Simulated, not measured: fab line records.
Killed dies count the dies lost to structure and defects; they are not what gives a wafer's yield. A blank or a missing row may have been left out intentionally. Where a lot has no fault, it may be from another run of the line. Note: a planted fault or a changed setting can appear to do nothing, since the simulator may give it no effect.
Which of the tools did it? ; flow sky130 ; 42 wafers from 14 lots sampled at 5 of the route's 708 steps

## WHAT THE GAUGES SHOWED, per wafer
SKY_NWELL_TW_MEAS_26.
lot;measured;on;NWELL_2_TW
L208;day 5 05:20;filmMetro-01;494 494 499
L209;day 5 12:49;filmMetro-04;496 493 495
L211;day 5 23:35;filmMetro-04;497 493 496
L212;day 6 07:43;filmMetro-04;492 489 491
L213;day 6 14:11;filmMetro-01;494 496 496
L214;day 7 02:14;filmMetro-01;496 499 496
L216;day 7 09:37;filmMetro-01;500 498 497
L215;day 7 09:59;filmMetro-01;499 499 498
L219;day 8 03:04;filmMetro-01;495 500 496
L221;day 8 16:55;filmMetro-04;491 491 492
L223;day 9 04:13;filmMetro-01;498 498 498
L225;day 9 21:19;filmMetro-01;499 496 498
L229;day 10 17:17;filmMetro-02;499 499 502
L230;day 10 19:08;filmMetro-04;488 492 488

SKY_SONOS_TUNNEL_CD_MEAS_07 targets a cd of 410 nm.
lot;measured;on;cdNm (nm)
L208;day 11 13:52;cdSem-02;411.0 408.1 410.4
L209;day 11 14:58;cdSem-02;409.1 408.1 408.7
L211;day 12 11:58;cdSem-02;406.3 406.3 405.9
L212;day 12 15:46;cdSem-01;410.4 410.2 412.2
L213;day 12 18:04;cdSem-02;408.1 410.0 408.5
L214;day 13 17:01;cdSem-01;409.4 412.8 413.3
L216;day 13 19:53;cdSem-01;407.0 408.2 409.5
L215;day 13 21:50;cdSem-02;412.1 412.4 413.2
L219;day 14 20:58;cdSem-02;413.3 411.4 412.4
L221;day 15 22:28;cdSem-02;412.2 413.4 413.2
L223;day 16 05:17;cdSem-01;389.3 387.0 386.7
L225;day 17 03:11;cdSem-01;382.8 385.2 385.2
L229;day 18 09:06;cdSem-01;407.0 408.3 406.6
L230;day 18 12:07;cdSem-02;408.2 410.6 412.2

SKY_POLY_CUT_CD_MEAS_08 targets a cd of 270 nm.
lot;measured;on;cdNm (nm)
L208;day 24 12:33;cdSem-01;268.9 270.1 269.3
L209;day 24 12:47;cdSem-02;269.6 269.1 269.5
L211;day 25 10:35;cdSem-01;272.1 271.9 271.3
L212;day 25 17:10;cdSem-02;268.9 267.1 267.0
L213;day 25 20:52;cdSem-02;267.3 267.0 268.9
L214;day 26 22:43;cdSem-02;268.9 270.5 268.0
L216;day 26 22:49;cdSem-01;270.1 269.9 270.3
L215;day 27 01:20;cdSem-01;270.2 271.3 269.7
L219;day 28 02:24;cdSem-01;271.1 271.6 272.4
L221;day 29 01:31;cdSem-01;270.1 270.6 270.8
L223;day 29 09:17;cdSem-01;268.7 267.5 268.6
L225;day 30 05:16;cdSem-02;268.1 269.4 269.1
L229;day 31 12:15;cdSem-01;268.4 268.6 269.8
L230;day 31 14:10;cdSem-01;269.0 269.4 269.2

SKY_RES_XHIGH_TW_MEAS_09.
lot;measured;on;RES_XHIGH_TW
L208;day 27 00:38;filmMetro-04;1614 1613 1613
L209;day 27 00:47;filmMetro-03;1636 1642 1630
L211;day 27 21:17;filmMetro-02;1666 1660 1660
L212;day 28 03:19;filmMetro-02;1658 1661 1655
L213;day 28 07:43;filmMetro-03;1653 1649 1653
L214;day 29 08:34;filmMetro-03;1640 1648 1634
L216;day 29 08:36;filmMetro-02;1656 1656 1658
L215;day 29 10:38;filmMetro-03;1647 1637 1637
L219;day 30 09:44;filmMetro-02;1666 1658 1647
L221;day 31 09:34;filmMetro-04;1622 1630 1635
L223;day 31 18:02;filmMetro-02;1657 1661 1662
L225;day 32 12:17;filmMetro-03;1636 1638 1639
L229;day 33 18:32;filmMetro-03;1636 1631 1648
L230;day 33 20:42;filmMetro-02;1647 1655 1663

## WHAT TOOL EACH LOT RAN ON (gives the tool, then ch and the chambers of the sampled wafers, and finally the start)
lot;SKY_SONOS_TUNNEL_DEVELOP_06
L208;lithoTrack-03 ch 0, day 11 13:43
L209;lithoTrack-04 ch 0, day 11 14:49
L211;lithoTrack-03 ch 0, day 12 11:49
L212;lithoTrack-04 ch 0, day 12 15:37
L213;lithoTrack-04 ch 0, day 12 17:55
L214;lithoTrack-01 ch 0, day 13 16:53
L216;lithoTrack-03 ch 0, day 13 19:44
L215;lithoTrack-01 ch 0, day 13 21:41
L219;lithoTrack-03 ch 0, day 14 20:49
L221;lithoTrack-04 ch 0, day 15 22:19
L223;lithoTrack-03 ch 0, day 16 05:08
L225;lithoTrack-03 ch 0, day 17 03:02
L229;lithoTrack-01 ch 0, day 18 08:58
L230;lithoTrack-04 ch 0, day 18 11:58
- SKY_SONOS_TUNNEL_DEVELOP_06: develop time 60 s.

## AS READ BY THE TOOLS THEMSELVES (means over the sampled wafers that have a number; for cases with no such wafer, the mark the record gives instead)
SKY_SONOS_TUNNEL_DEVELOP_06.
lot;tool;chillPlateTempC (C)
L208;lithoTrack-03;22.83
L209;lithoTrack-04;22.83
L211;lithoTrack-03;23.11
L212;lithoTrack-04;23.09
L213;lithoTrack-04;23.09
L214;lithoTrack-01;23.13
L216;lithoTrack-03;23.10
L215;lithoTrack-01;22.95
L219;lithoTrack-03;23.01
L221;lithoTrack-04;22.91
L223;lithoTrack-03;23.01
L225;lithoTrack-03;22.89
L229;lithoTrack-01;23.03
L230;lithoTrack-04;22.88

## THE ANSWER, worked out from the rows above alone
Rule: usual is defined by the lots themselves. Put in order of their means at a reading, lots are off if they are a third of the lots or fewer, leave a main group of 4 or more, and stand apart from it by a gap of 3 or more times the standard deviation of the main group's means; of several such gaps the widest counts. A main group is skipped when, at the precision printed for the reading in the tables above, its means are all equal. A lot without any number at a reading at which 4 lots or more have one is off too. The other lots that the step has rows for count as sound. Order of review: gauges by route order, followed by the tools' own readings, for which a lot's mean as printed above is used. At the first step where some lot is off, the reading lying furthest off is the one used; lots without a number count as furthest.
Off, at SKY_SONOS_TUNNEL_CD_MEAS_07 on cdNm: L223, L225. Main group: mean 410.0 nm, sd 2.1.
If a tool, at a process step before that reading, ran all the lots that are off and no sound lot after the first of them, it fits. Gauges at SKY_SONOS_TUNNEL_CD_MEAS_07: tried the same way as those tools. One fits: SKY_SONOS_TUNNEL_DEVELOP_06 on lithoTrack-03. Its last sound lot is L219 (day 14 20:49), its first lot that is off L223 (day 16 05:08): a fault that began between those two fits.

## WHAT THE SIMULATOR HAD PUT IN
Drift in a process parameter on lithoTrack-03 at SKY_SONOS_TUNNEL_DEVELOP_06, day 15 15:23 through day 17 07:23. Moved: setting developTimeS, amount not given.
Lots struck among those shown: L223, L225. The same result came from the rule above.
